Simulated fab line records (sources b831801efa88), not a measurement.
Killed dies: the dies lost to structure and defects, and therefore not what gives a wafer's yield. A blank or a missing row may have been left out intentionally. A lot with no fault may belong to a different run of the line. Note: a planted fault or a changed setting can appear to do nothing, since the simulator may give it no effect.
fab line records	flow gf180mcu	part 1 of 2: steps 1 to 42 of 43
record lots=6	wafers=18	last_day=34
route steps=602 shown POLY_GATE@159 HV_LDD@176 PASSIVATION@602
lots that met no fault: taken from a fault-free run of the same line
start_h: hours from the record's first day to the start of the lot's first wafer shown	wait_h: hours from the lot's prior step to this one	" same as the row above	L1.1+2: a row that stands for several wafers	- either no value or no given start	* or withheld: withheld	< > ~ a bound
route shown NAME@n: names a module that has steps shown in the file, with the first one's number in the route	usual: average and standard deviation across the fault-free wafers	same: alike in all rows	chamber/n: place in a boat	sites: per-site readings	_std_site: how widely they spread, as a standard deviation	_edge_site: outer sites' mean less inner sites'	radius_mm: how far each site lies from the wafer's centre	mask NAME#n: copy n	behind: the tool/chamber that last shaped the wafer	hold: why the lot went on hold/how many hours it stayed there/how the hold came to an end	device: the transistor (n, p or np) that didn't switch	end of line: the same wafers' tests at the end of the route	where a step has no rows: the recipe by itself	killed: dies that structure and defects cost at the first sort, which is not the same as the wafer's yield	map: dies across one wafer; x = killed, . = not, _ = none there
set.NAME: the run value of the setting; set.NAME@STEP: its run value at that earlier step	model.NAME: the simulator's own value behind a step, which no gauge read
lots at some steps of the route; a table a step, a row a wafer
services: from which hour (start_h, from the record's first day; less than 0 if before it) a tool's chamber was out of use, for how many hours, and why
## steps
# step GF_POLY_GATE_DEHYDRATE_02
# recipe temp_c=200	time_s=60
# step GF_POLY_GATE_HMDS_03
# recipe prime_time_s=60	prime_temp_c=120
# step GF_POLY_GATE_COAT_04
# recipe resist=BARC	temp_c=withheld	time_s=withheld	spin_rpm=withheld	resist_thk_nm=withheld
# step GF_POLY_GATE_COAT_05
# recipe resist=KrF	spin_rpm=withheld	resist_thk_nm=700
# step GF_POLY_GATE_SOFTBAKE_06
# recipe temp_c=130	time_s=60	resist=KrF
# step GF_POLY_GATE_EXPOSE_07
# recipe mask_id=Poly2	target_cd_nm=280	na=0.68	source_shape=conventional	sigma_outer=0.6	dose_mj=28
# step GF_POLY_GATE_PEB_08
# recipe peb_temp_c=135	peb_time_s=90	resist=KrF
# step GF_POLY_GATE_DEVELOP_09
# recipe develop_time_s=60	resist=KrF	dev_temp_c=21
# step GF_POLY_GATE_CD_MEAS_10
# recipe target_cd_nm=280
# usual cd_nm=280.0/1.3
lot.wafer	tool	chamber	start_h	wait_h	cd_nm
L712.1	cd_sem-01	-	212.49	0.1	279.0
L712.3	"	-	"	"	280.1
L712.4	"	-	"	"	279.5
L721.1	cd_sem-01	-	275.79	0.1	280.3
L721.2	"	-	"	"	281.0
L721.5	"	-	"	"	280.6
L723.3	cd_sem-01	-	289.25	0.1	280.8
L723.4	"	-	"	"	283.7
L723.6	"	-	"	"	282.2
L727.2	cd_sem-01	-	316.61	0.1	278.7
L727.4	"	-	"	"	279.3
L727.6	"	-	"	"	278.0
L730.1	cd_sem-02	-	338.33	0.2	283.3
L730.2	"	-	"	"	283.0
L730.3	"	-	"	"	282.4
L732.1	cd_sem-01	-	353.84	0.1	278.9
L732.2	"	-	"	"	280.9
L732.6	"	-	"	"	280.0
# step GF_POLY_GATE_OVL_MEAS_11
# usual POLY_GATE_OVL=-1/6.1
lot.wafer	tool	chamber	start_h	wait_h	POLY_GATE_OVL[nm]
L712.1	overlay-01	-	212.61	0.1	8
L712.3	"	-	"	"	5
L712.4	"	-	"	"	-4
L721.1	overlay-01	-	275.91	0.1	-3
L721.2	"	-	"	"	-8
L721.5	"	-	"	"	-4
L723.3	overlay-01	-	289.34	0.1	-2
L723.4	"	-	"	"	0
L723.6	"	-	"	"	-2
L727.2	overlay-02	-	316.71	0.1	-3
L727.4	"	-	"	"	0
L727.6	"	-	"	"	-2
L730.1	overlay-02	-	338.45	0.1	-9
L730.2	"	-	"	"	-6
L730.3	"	-	"	"	-5
L732.1	overlay-01	-	353.96	0.1	-9
L732.2	"	-	"	"	3
L732.6	"	-	"	"	-1
# step GF_POLY_GATE_ETCH_12
# recipe chemistry=N2/H2	target_depth_a=withheld	overetch_a=withheld	time_s=withheld	target=BARC	ion_energy_ev=200	source_w=500	bias_w=100	pressure_mtorr=30	n2_flow_sccm=100	h2_flow_sccm=200
# usual chamber_pressure_mTorr=30.003/0.028	drypump_motor_current_A=5.8/0.43	oes_product_au=0.736/0.0047	rf_fwd_power_W=495.9/1.8	throttle_valve_pct=13.214/0.0086
lot.wafer	tool	chamber	start_h	wait_h	chamber_pressure_mTorr	drypump_motor_current_A	oes_product_au	rf_fwd_power_W	throttle_valve_pct
L712.1	rie_diel-04	1	212.64	0.0	29.964	6.0	0.730	496.9	13.214
L712.3	"	3	"	"	30.022	6.3	0.743	497.8	13.211
L712.4	"	2	"	"	30.058	5.8	0.745	496.3	13.213
L721.1	rie_diel-04	1	275.94	0.0	30.032	6.0	0.733	495.2	13.209
L721.2	"	3	"	"	30.013	6.2	0.732	498.3	13.204
L721.5	"	2	"	"	29.979	5.8	0.734	497.7	13.217
L723.3	rie_diel-02	2	289.36	0.0	29.982	5.5	0.729	496.4	13.197
L723.4	"	0	"	"	30.029	6.0	0.736	498.3	13.200
L723.6	"	3	"	"	30.031	5.8	0.731	497.7	13.213
L727.2	rie_diel-04	1	316.74	0.0	29.982	6.0	0.738	495.5	13.219
L727.4	"	2	"	"	29.963	5.8	0.737	495.5	13.218
L727.6	"	1	"	"	29.959	6.0	0.740	497.2	13.227
L730.1	rie_diel-01	0	338.48	0.0	29.987	5.7	0.728	499.2	13.196
L730.2	"	1	"	"	29.999	5.5	0.737	494.4	13.204
L730.3	"	3	"	"	30.033	6.2	0.733	491.3	13.216
L732.1	rie_diel-04	3	353.99	0.0	29.957	6.3	0.742	497.2	13.228
L732.2	"	2	"	"	29.945	5.8	0.731	499.4	13.221
L732.6	"	1	"	"	30.020	6.0	0.731	495.5	13.222
# step GF_POLY_GATE_ETCH_13
# recipe target=poly-Si	target_depth_nm=198.5	stop_on=SiO2	over_etch_frac=0.403	chemistry=HBr/Cl2	icp_w=400	bias_w=100	pressure_mtorr=10	HBr_flow_sccm=150	Cl2_flow_sccm=50	time_s=69.6
# usual chamber_pressure_mTorr=10.000/0.0089	drypump_motor_current_A=5.6/0.46	oes_product_au=0.995/0.008	rf_fwd_power_W=397.1/1.5	throttle_valve_pct=33.685/0.0084
lot.wafer	tool	chamber	start_h	wait_h	chamber_pressure_mTorr	drypump_motor_current_A	oes_product_au	rf_fwd_power_W	rf_hours_counter_h	throttle_valve_pct
L712.1	rie_si-01	3	212.69	-	9.996	5.6	0.986	398.0	80	33.689
L712.3	"	2	"	"	9.998	4.9	0.999	396.5	44	33.692
L712.4	"	3	"	"	10.008	5.5	0.994	396.8	-	33.687
L721.1	rie_si-02	3	275.99	-	10.013	5.8	0.980	398.2	4	33.679
L721.2	"	1	"	"	9.986	5.1	0.999	396.0	4	33.692
L721.5	"	2	"	"	10.008	6.2	0.998	398.7	-	33.693
L723.3	rie_si-01	2	289.42	-	10.003	4.9	1.002	398.3	45	33.689
L723.4	"	0	"	"	9.991	5.9	0.986	395.9	2	33.689
L723.6	"	2	"	"	9.990	4.9	1.004	396.1	-	33.683
L727.2	rie_si-02	0	316.80	-	10.005	6.1	0.999	395.2	80	33.676
L727.4	"	2	"	"	9.998	6.2	1.002	397.4	95	33.679
L727.6	"	0	"	"	10.006	6.2	0.996	393.6	-	33.680
L730.1	rie_si-01	3	338.53	-	9.987	5.6	0.998	396.8	82	33.700
L730.2	"	0	"	"	10.022	5.9	1.000	395.4	3	33.667
L730.3	"	2	"	"	10.005	4.8	1.008	393.9	46	33.689
L732.1	rie_si-02	1	354.04	-	10.010	5.1	1.001	397.4	4	33.685
L732.2	"	2	"	"	10.010	6.2	0.996	396.2	0	33.694
L732.6	"	2	"	"	9.992	6.2	1.003	399.5	-	33.692
# step GF_POLY_GATE_STRIP_14
# recipe chemistry=O2/N2	power_w=1400	pressure_mtorr=1500	platen_temp_c=250	o2_flow_sccm=3000	n2_flow_sccm=300	overash_fraction=0.5
# usual chamber_pressure_mTorr=1499.6/2.8	drypump_motor_current_A=5.5/0.33	heater_power_w=317/19	oes_product_au=0.504/0.0044
lot.wafer	tool	chamber	start_h	wait_h	chamber_pressure_mTorr	drypump_motor_current_A	heater_power_w	oes_product_au	rf_hours_counter_h
L712.1	plasma_asher-01	1	212.75	0.0	1501.3	5.2	277	0.512	53
L712.3	"	0	"	"	1498.8	5.0	329	0.511	-
L712.4	"	1	"	"	1498.8	5.2	285	0.502	-
L721.1	plasma_asher-01	1	276.05	0.0	1500.1	5.2	278	0.509	59
L721.2	"	0	"	"	1498.7	5.0	325	0.502	59
L721.5	"	1	"	"	1500.9	5.2	282	0.502	-
L723.3	plasma_asher-01	0	289.50	0.1	1500.0	5.0	330	0.505	-
L723.4	"	1	"	"	1500.6	5.2	279	0.506	-
L723.6	"	1	"	"	1502.0	5.2	279	0.502	-
L727.2	plasma_asher-02	0	316.85	0.0	1498.0	5.5	329	0.510	67
L727.4	"	0	"	"	1497.7	5.6	331	0.503	-
L727.6	"	0	"	"	1499.7	5.5	337	0.497	-
L730.1	plasma_asher-02	1	338.59	0.0	1501.4	5.3	308	0.499	69
L730.2	"	0	"	"	1500.3	5.6	330	0.498	69
L730.3	"	0	"	"	1501.9	5.6	325	0.504	-
L732.1	plasma_asher-02	0	354.10	0.0	1499.6	5.6	336	0.503	71
L732.2	"	1	"	"	1500.5	5.3	300	0.502	71
L732.6	"	0	"	"	1499.1	5.6	329	0.502	-
# step GF_POLY_GATE_CLEAN_15
# recipe chemistry=SC1/SC2	mix=1:4:20	temp_c=70	time_s=150	dry=n2_spin
# step GF_POLY_GATE_OXIDATION_16
# recipe temp_c=850	ambient=O2	stabilise_s=600	purge_s=300	target_thk_a=40	ox_time_s=899
# step GF_POLY_GATE_THK_MEAS_17
# recipe reads=SiO2_of_POLY_GATE_OXIDATION_16
# usual POLY_GATE_OXIDATION_THK=3.99/0.093
lot.wafer	tool	chamber	start_h	wait_h	POLY_GATE_OXIDATION_THK[nm]
L712.1	film_metro-04	-	214.15	0.0	3.93
L712.3	"	-	"	"	3.93
L712.4	"	-	"	"	3.83
L721.1	film_metro-02	-	278.40	0.0	4.08
L721.2	"	-	"	"	4.04
L721.5	"	-	"	"	4.06
L723.3	film_metro-02	-	290.89	0.0	3.99
L723.4	"	-	"	"	4.02
L723.6	"	-	"	"	3.94
L727.2	film_metro-03	-	318.26	0.0	4.00
L727.4	"	-	"	"	4.01
L727.6	"	-	"	"	4.00
L730.1	film_metro-04	-	339.99	0.0	3.86
L730.2	"	-	"	"	3.88
L730.3	"	-	"	"	3.86
L732.1	film_metro-02	-	355.50	0.0	3.90
L732.2	"	-	"	"	3.85
L732.6	"	-	"	"	3.93
# step GF_POLY_GATE_CD_MEAS_18
# usual cd_nm=279.8/2.2
lot.wafer	tool	chamber	start_h	wait_h	cd_nm
L712.1	cd_sem-01	-	214.21	0.1	277.2
L712.3	"	-	"	"	282.2
L712.4	"	-	"	"	282.6
L721.1	cd_sem-02	-	278.46	0.1	279.7
L721.2	"	-	"	"	282.1
L721.5	"	-	"	"	281.0
L723.3	cd_sem-02	-	290.99	0.1	280.3
L723.4	"	-	"	"	282.7
L723.6	"	-	"	"	282.5
L727.2	cd_sem-01	-	318.34	0.1	276.3
L727.4	"	-	"	"	280.7
L727.6	"	-	"	"	274.6
L730.1	cd_sem-02	-	340.05	0.1	283.3
L730.2	"	-	"	"	282.0
L730.3	"	-	"	"	281.4
L732.1	cd_sem-01	-	355.56	0.1	279.6
L732.2	"	-	"	"	283.1
L732.6	"	-	"	"	276.3
# step GF_HV_LDD_DEHYDRATE_00
# recipe temp_c=200	time_s=60
# step GF_HV_LDD_HMDS_01
# recipe prime_time_s=60	prime_temp_c=120
# step GF_HV_LDD_COAT_02
# recipe resist=NOVOLAK	spin_rpm=3000	resist_thk_nm=1000
# step GF_HV_LDD_SOFTBAKE_03
# recipe temp_c=90	time_s=60	resist=NOVOLAK
# step GF_HV_LDD_EXPOSE_04
# recipe mask_id=Nplus_LV_AREA	target_cd_nm=400	na=0.6	source_shape=conventional	sigma_outer=0.6	dose_mj=140
# step GF_HV_LDD_PEB_05
# recipe temp_c=withheld	time_s=*	resist=NOVOLAK
# step GF_HV_LDD_DEVELOP_06
# recipe develop_time_s=60	dev_temp_c=23
# step GF_HV_LDD_CD_MEAS_07
# recipe target_cd_nm=400
# usual cd_nm=400.9/2.7
lot.wafer	tool	chamber	start_h	wait_h	cd_nm
L712.1	cd_sem-01	-	232.66	0.1	400.4
L712.3	"	-	"	"	400.2
L712.4	"	-	"	"	399.8
L721.1	cd_sem-01	-	298.74	0.1	402.7
L721.2	"	-	"	"	402.0
L721.5	"	-	"	"	402.9
L723.3	cd_sem-02	-	312.35	0.1	400.7
L723.4	"	-	"	"	401.4
L723.6	"	-	"	"	401.4
L727.2	cd_sem-01	-	339.63	0.1	400.6
L727.4	"	-	"	"	402.1
L727.6	"	-	"	"	401.9
L730.1	cd_sem-02	-	361.51	0.1	395.1
L730.2	"	-	"	"	396.2
L730.3	"	-	"	"	395.4
L732.1	cd_sem-01	-	378.39	0.1	401.7
L732.2	"	-	"	"	400.9
L732.6	"	-	"	"	402.5
# step GF_HV_LDD_OVL_MEAS_08
# usual HV_LDD_OVL=0.3/1.5
lot.wafer	tool	chamber	start_h	wait_h	HV_LDD_OVL[nm]
L712.1	overlay-01	-	232.78	0.1	0.2
L712.3	"	-	"	"	-2.5
L712.4	"	-	"	"	0.6
L721.1	overlay-02	-	298.86	0.1	2.8
L721.2	"	-	"	"	-0.1
L721.5	"	-	"	"	0.2
L723.3	overlay-01	-	312.44	0.1	1.2
L723.4	"	-	"	"	0.9
L723.6	"	-	"	"	0.3
L727.2	overlay-01	-	339.74	0.1	0.4
L727.4	"	-	"	"	0.5
L727.6	"	-	"	"	-0.1
L730.1	overlay-02	-	361.63	0.1	0.0
L730.2	"	-	"	"	-0.3
L730.3	"	-	"	"	0.3
L732.1	overlay-02	-	378.51	0.1	-1.5
L732.2	"	-	"	"	-3.2
L732.6	"	-	"	"	-0.7
# step GF_HV_LDD_IMPLANT_09
# recipe species=As	energy_kev=40	dose_cm2=1e+14	tilt_deg=7
# step GF_HV_LDD_STRIP_10
# recipe chemistry=O2/N2	power_w=1400	pressure_mtorr=1500	platen_temp_c=250	o2_flow_sccm=3000	n2_flow_sccm=300	overash_fraction=0.5
# usual chamber_pressure_mTorr=1499.9/1.2	drypump_motor_current_A=5.6/0.36	heater_power_w=330/27	oes_product_au=0.716/0.0047	strip_time_to_endpoint_s=12.63/0.036
lot.wafer	tool	chamber	start_h	wait_h	chamber_pressure_mTorr	drypump_motor_current_A	heater_power_w	oes_product_au	rf_hours_counter_h	strip_time_to_endpoint_s
L712.1	plasma_asher-02	1	232.97	0.1	1500.9	5.3	302	0.720	58	12.58
L712.3	"	0	"	"	1498.6	5.6	332	0.716	-	12.57
L712.4	"	1	"	"	1501.4	5.3	302	0.718	-	12.60
L721.1	plasma_asher-01	0	299.04	0.1	1499.1	5.0	334	0.718	61	12.60
L721.2	"	1	"	"	1499.6	5.2	283	0.720	61	12.62
L721.5	"	0	"	"	1499.9	5.0	323	0.721	-	12.59
L723.3	plasma_asher-03	0	312.65	0.1	1500.5	5.9	365	0.715	-	12.62
L723.4	"	1	"	"	1501.4	5.9	335	0.719	-	12.56
L723.6	"	1	"	"	1501.2	5.9	334	0.712	-	12.60
L727.2	plasma_asher-01	1	339.92	0.1	1499.4	5.3	270	0.718	66	12.71
L727.4	"	0	"	"	1500.2	5.0	322	0.716	-	12.67
L727.6	"	1	"	"	1501.3	5.2	282	0.715	-	12.67
L730.1	plasma_asher-03	1	361.81	0.1	1501.8	5.9	337	0.711	60	12.66
L730.2	"	0	"	"	1501.1	5.9	366	0.723	60	12.66
L730.3	"	1	"	"	1501.8	5.9	338	0.718	-	12.63
L732.1	plasma_asher-02	1	378.69	0.1	1499.9	5.3	304	0.726	73	12.63
L732.2	"	0	"	"	1500.2	5.6	334	0.717	73	12.66
L732.6	"	1	"	"	1499.5	5.3	316	0.711	-	12.66
# step GF_HV_LDD_TW_MEAS_11
# usual HV_LDD_TW=2401/10
lot.wafer	tool	chamber	start_h	wait_h	HV_LDD_TW
L712.1	film_metro-01	-	233.07	0.1	2406
L712.3	"	-	"	"	2402
L712.4	"	-	"	"	2406
L721.1	film_metro-04	-	299.14	0.1	2405
L721.2	"	-	"	"	2405
L721.5	"	-	"	"	2405
L723.3	film_metro-01	-	312.73	0.1	2407
L723.4	"	-	"	"	2406
L723.6	"	-	"	"	2408
L727.2	film_metro-02	-	340.03	0.1	2425
L727.4	"	-	"	"	2418
L727.6	"	-	"	"	2413
L730.1	film_metro-04	-	361.91	0.1	2384
L730.2	"	-	"	"	2390
L730.3	"	-	"	"	2379
L732.1	film_metro-04	-	378.79	0.1	2391
L732.2	"	-	"	"	2382
L732.6	"	-	"	"	2394
# step GF_HV_LDD_DEHYDRATE_12
# recipe temp_c=200	time_s=60
# step GF_HV_LDD_HMDS_13
# recipe prime_time_s=60	prime_temp_c=120
# step GF_HV_LDD_COAT_14
# recipe resist=NOVOLAK	spin_rpm=3000	resist_thk_nm=1000
# step GF_HV_LDD_SOFTBAKE_15
# recipe temp_c=90	time_s=60	resist=NOVOLAK
# step GF_HV_LDD_EXPOSE_16
# recipe mask_id=Pplus_LV_AREA	target_cd_nm=400	na=0.6	source_shape=conventional	sigma_outer=0.6	dose_mj=140
# step GF_HV_LDD_PEB_17
# recipe temp_c=withheld	time_s=*	resist=NOVOLAK
# step GF_HV_LDD_DEVELOP_18
# recipe develop_time_s=60	dev_temp_c=23
# step GF_HV_LDD_CD_MEAS_19
# recipe target_cd_nm=400
# usual cd_nm=401.1/2
lot.wafer	tool	chamber	start_h	wait_h	cd_nm
L712.1	cd_sem-02	-	251.26	0.1	401.8
L712.3	"	-	"	"	401.8
L712.4	"	-	"	"	402.7
L721.1	cd_sem-02	-	319.84	0.1	402.8
L721.2	"	-	"	"	404.0
L721.5	"	-	"	"	403.0
L723.3	cd_sem-02	-	332.48	0.1	397.7
L723.4	"	-	"	"	400.9
L723.6	"	-	"	"	401.3
L727.2	cd_sem-01	-	361.11	0.1	402.3
L727.4	"	-	"	"	403.8
L727.6	"	-	"	"	404.2
L730.1	cd_sem-02	-	383.76	0.1	400.3
L730.2	"	-	"	"	399.9
L730.3	"	-	"	"	398.9
L732.1	cd_sem-01	-	400.99	0.1	403.3
L732.2	"	-	"	"	401.4
L732.6	"	-	"	"	403.2
# step GF_HV_LDD_OVL_MEAS_20
# usual HV_LDD_01_OVL=-0.1/1.6
lot.wafer	tool	chamber	start_h	wait_h	HV_LDD_01_OVL[nm]
L712.1	overlay-01	-	251.38	0.1	-1.4
L712.3	"	-	"	"	-0.5
L712.4	"	-	"	"	0.7
L721.1	overlay-02	-	319.96	0.1	0.9
L721.2	"	-	"	"	-0.5
L721.5	"	-	"	"	-0.4
L723.3	overlay-02	-	332.57	0.1	0.7
L723.4	"	-	"	"	-0.2
L723.6	"	-	"	"	-0.5
L727.2	overlay-01	-	361.21	0.1	0.0
L727.4	"	-	"	"	-2.0
L727.6	"	-	"	"	0.2
L730.1	overlay-01	-	383.88	0.1	-0.2
L730.2	"	-	"	"	-0.6
L730.3	"	-	"	"	0.8
L732.1	overlay-01	-	401.11	0.1	-2.2
L732.2	"	-	"	"	0.1
L732.6	"	-	"	"	-1.4
# step GF_HV_LDD_IMPLANT_21
# recipe species=BF2	energy_kev=25	dose_cm2=5e+13	tilt_deg=7
# step GF_HV_LDD_STRIP_22
# recipe chemistry=O2/N2	power_w=1400	pressure_mtorr=1500	platen_temp_c=250	o2_flow_sccm=3000	n2_flow_sccm=300	overash_fraction=0.5
# usual chamber_pressure_mTorr=1500.0/1.4	drypump_motor_current_A=5.5/0.33	heater_power_w=328/26	oes_product_au=0.716/0.0045	strip_time_to_endpoint_s=12.63/0.036
lot.wafer	tool	chamber	start_h	wait_h	chamber_pressure_mTorr	drypump_motor_current_A	heater_power_w	oes_product_au	rf_hours_counter_h	strip_time_to_endpoint_s
L712.1	plasma_asher-02	0	251.56	0.1	1499.0	5.6	333	0.707	60	12.66
L712.3	"	0	"	"	1498.5	5.6	319	0.711	-	12.61
L712.4	"	1	"	"	1499.0	5.2	311	0.718	-	12.64
L721.1	plasma_asher-03	1	320.14	0.1	1501.0	5.9	332	0.718	55	12.66
L721.2	"	0	"	"	1497.8	5.9	366	0.717	55	12.62
L721.5	"	0	"	"	1500.7	5.9	366	0.719	-	12.62
L723.3	plasma_asher-03	0	332.78	0.1	1499.4	5.9	374	0.713	-	12.63
L723.4	"	1	"	"	1499.4	5.9	343	0.708	-	12.64
L723.6	"	0	"	"	1498.5	5.9	365	0.714	-	12.64
L727.2	plasma_asher-02	0	361.39	0.1	1498.2	5.6	322	0.721	72	12.64
L727.4	"	0	"	"	1498.6	5.5	327	0.714	-	12.63
L727.6	"	0	"	"	1501.6	5.6	331	0.715	-	12.61
L730.1	plasma_asher-02	1	384.06	0.1	1499.4	5.3	315	0.710	74	12.60
L730.2	"	0	"	"	1500.9	5.6	323	0.723	74	12.64
L730.3	"	0	"	"	1498.0	5.6	334	0.718	-	12.58
L732.1	plasma_asher-02	0	401.29	0.1	1500.6	5.6	328	0.719	76	12.67
L732.2	"	1	"	"	1499.5	5.3	307	0.716	76	12.61
L732.6	"	1	"	"	1499.8	5.3	301	0.721	-	12.60
# step GF_HV_LDD_TW_MEAS_23
# usual HV_LDD_2_TW=1051/5.4
lot.wafer	tool	chamber	start_h	wait_h	HV_LDD_2_TW
L712.1	film_metro-01	-	251.66	0.1	1048
L712.3	"	-	"	"	1054
L712.4	"	-	"	"	1056
L721.1	film_metro-04	-	320.24	0.1	1048
L721.2	"	-	"	"	1051
L721.5	"	-	"	"	1049
L723.3	film_metro-01	-	332.86	0.1	1054
L723.4	"	-	"	"	1059
L723.6	"	-	"	"	1061
L727.2	film_metro-01	-	361.50	0.1	1059
L727.4	"	-	"	"	1055
L727.6	"	-	"	"	1051
L730.1	film_metro-01	-	384.16	0.1	1053
L730.2	"	-	"	"	1056
L730.3	"	-	"	"	1055
L732.1	film_metro-02	-	401.39	0.1	1051
L732.2	"	-	"	"	1057
L732.6	"	-	"	"	1063
# step GF_HV_LDD_DEHYDRATE_24
# recipe temp_c=200	time_s=60
